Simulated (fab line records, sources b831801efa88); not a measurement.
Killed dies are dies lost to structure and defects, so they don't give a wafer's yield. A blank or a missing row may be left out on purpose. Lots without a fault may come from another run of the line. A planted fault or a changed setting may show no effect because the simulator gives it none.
Tool commonality check | flow sky130 | 10 lots, 30 wafers sampled

WHY IT WAS OPENED
At SKY_SD_N_RS_MEAS_16 the reading SD_N_RS is flagged on 2 of 10 lots. Wafers without a fault read 68.61 ohm/sq, standard deviation 0.16.
Rule: a lot is flagged when every wafer of it that has a number lies more than 4 standard deviations from that mean, or none has a number. The other lots count as sound.

lot  | measured     | on            | SD_N_RS (ohm/sq), wafer by wafer | flag
L867 | day 28 05:13 | film_metro-01 | 68.51 68.78 68.43                |
L869 | day 28 18:25 | film_metro-03 | 68.73 68.67 68.64                |
L870 | day 29 00:03 | film_metro-01 | 68.69 68.65 68.68                |
L873 | day 30 01:16 | film_metro-01 | 68.56 68.65 68.57                |
L874 | day 30 10:29 | film_metro-03 | 68.63 68.76 68.65                |
L876 | day 31 03:16 | film_metro-01 | 68.34 68.52 68.33                |
L879 | day 32 03:46 | film_metro-02 | 68.37 68.19 68.35                |
L880 | day 32 11:44 | film_metro-02 | 68.31 68.38 68.36                |
L885 | day 34 01:35 | film_metro-01 | 66.82 66.87 67.13                | FLAGGED
L886 | day 34 03:57 | film_metro-03 | 66.76 67.12 66.95                | FLAGGED
The numbers of the flagged lots are 66.94 ohm/sq on average: -1.67 ohm/sq against the usual, or -10 standard deviations.

WHICH TOOL RAN EACH LOT
The record holds 4 process steps before the reading, out of a route of 708 steps. In each cell: the tool, then ch and the chambers that the sampled wafers went through, then the start.
lot  | flag    | SKY_LDD_N_STRIP_16                   | SKY_LDD_P_STRIP_10                   | SKY_SD_N_IMPLANT_09             | SKY_SD_N_STRIP_11
L867 |         | plasma_asher-04 ch 0,1, day 18 02:30 | plasma_asher-03 ch 0,1, day 19 08:37 | implanter-01 ch 0, day 28 04:29 | plasma_asher-01 ch 0,1, day 28 04:46
L869 |         | plasma_asher-02 ch 0,1, day 18 15:56 | plasma_asher-03 ch 0,1, day 19 22:22 | implanter-02 ch 0, day 28 17:44 | plasma_asher-01 ch 0,1, day 28 18:02
L870 |         | plasma_asher-01 ch 0,1, day 18 22:44 | plasma_asher-02 ch 0,1, day 20 06:07 | implanter-01 ch 0, day 28 23:22 | plasma_asher-02 ch 0,1, day 28 23:40
L873 |         | plasma_asher-02 ch 0,1, day 20 01:16 | plasma_asher-03 ch 0,1, day 21 08:29 | implanter-04 ch 0, day 30 00:32 | plasma_asher-01 ch 0,1, day 30 00:48
L874 |         | plasma_asher-04 ch 0,1, day 20 12:32 | plasma_asher-04 ch 0,1, day 21 18:41 | implanter-04 ch 0, day 30 09:47 | plasma_asher-01 ch 0,1, day 30 10:04
L876 |         | plasma_asher-01 ch 0,1, day 21 08:26 | plasma_asher-04 ch 0,1, day 22 15:19 | implanter-02 ch 0, day 31 02:35 | plasma_asher-01 ch 0,1, day 31 02:53
L879 |         | plasma_asher-04 ch 0,1, day 22 05:59 | plasma_asher-02 ch 0,1, day 23 11:58 | implanter-04 ch 0, day 32 03:05 | plasma_asher-01 ch 0,1, day 32 03:22
L880 |         | plasma_asher-04 ch 0,1, day 22 17:21 | plasma_asher-04 ch 1, day 23 23:01   | implanter-01 ch 0, day 32 11:03 | plasma_asher-01 ch 0,1, day 32 11:20
L885 | FLAGGED | plasma_asher-01 ch 0,1, day 24 12:40 | plasma_asher-03 ch 0,1, day 25 17:32 | implanter-01 ch 0, day 34 00:54 | plasma_asher-04 ch 0,1, day 34 01:12
L886 | FLAGGED | plasma_asher-04 ch 0,1, day 24 15:26 | plasma_asher-03 ch 0,1, day 25 21:34 | implanter-01 ch 0, day 34 03:16 | plasma_asher-01 ch 0,1, day 34 03:34
What these steps do:
- SKY_LDD_N_STRIP_16: strips in O2/N2.
- SKY_LDD_P_STRIP_10: strips in O2/N2.
- SKY_SD_N_IMPLANT_09
- SKY_SD_N_STRIP_11: strips in O2/N2.
- SKY_SD_N_RS_MEAS_16: measures by four-point-probe.

FLAGGED OVER TOTAL, TOOL BY TOOL (the gauges that took the reading come last)
step                | tool            | lots run | flagged | share of the flagged lots | sound lots run after its first flagged lot
SKY_LDD_N_STRIP_16  | plasma_asher-01 | 3        | 1       | some                      | 0
SKY_LDD_N_STRIP_16  | plasma_asher-02 | 2        | 0       | none                      | -
SKY_LDD_N_STRIP_16  | plasma_asher-04 | 5        | 1       | some                      | 0
SKY_LDD_P_STRIP_10  | plasma_asher-02 | 2        | 0       | none                      | -
SKY_LDD_P_STRIP_10  | plasma_asher-03 | 5        | 2       | all                       | 0
SKY_LDD_P_STRIP_10  | plasma_asher-04 | 3        | 0       | none                      | -
SKY_SD_N_IMPLANT_09 | implanter-01    | 5        | 2       | all                       | 0
SKY_SD_N_IMPLANT_09 | implanter-02    | 2        | 0       | none                      | -
SKY_SD_N_IMPLANT_09 | implanter-04    | 3        | 0       | none                      | -
SKY_SD_N_STRIP_11   | plasma_asher-01 | 8        | 1       | some                      | 0
SKY_SD_N_STRIP_11   | plasma_asher-02 | 1        | 0       | none                      | -
SKY_SD_N_STRIP_11   | plasma_asher-04 | 1        | 1       | some                      | 0
SKY_SD_N_RS_MEAS_16 | film_metro-01   | 5        | 1       | some                      | 0
SKY_SD_N_RS_MEAS_16 | film_metro-02   | 2        | 0       | none                      | -
SKY_SD_N_RS_MEAS_16 | film_metro-03   | 3        | 1       | some                      | 0

WHAT THE TABLE ALLOWS
2 rows of the table ran every flagged lot: plasma_asher-03 at SKY_LDD_P_STRIP_10, implanter-01 at SKY_SD_N_IMPLANT_09.
- plasma_asher-03 at SKY_LDD_P_STRIP_10: 2 of its 5 lots flagged. Its last sound lot is L873 (day 21 08:29), its first flagged lot L885 (day 25 17:32): a fault that began between those two fits.
- implanter-01 at SKY_SD_N_IMPLANT_09: 2 of its 5 lots flagged. Its last sound lot is L880 (day 32 11:03), its first flagged lot L885 (day 34 00:54): a fault that began between those two fits. Its own readings lie more than 4 standard deviations out on every wafer of the flagged lots: beam_energy_keV.
Counting lots can't tell these 2 tools apart, because each fits a fault that began at some hour. More lots, or a look at what each step does to the wafer, might.

WHAT THE SIMULATOR HAD PUT IN
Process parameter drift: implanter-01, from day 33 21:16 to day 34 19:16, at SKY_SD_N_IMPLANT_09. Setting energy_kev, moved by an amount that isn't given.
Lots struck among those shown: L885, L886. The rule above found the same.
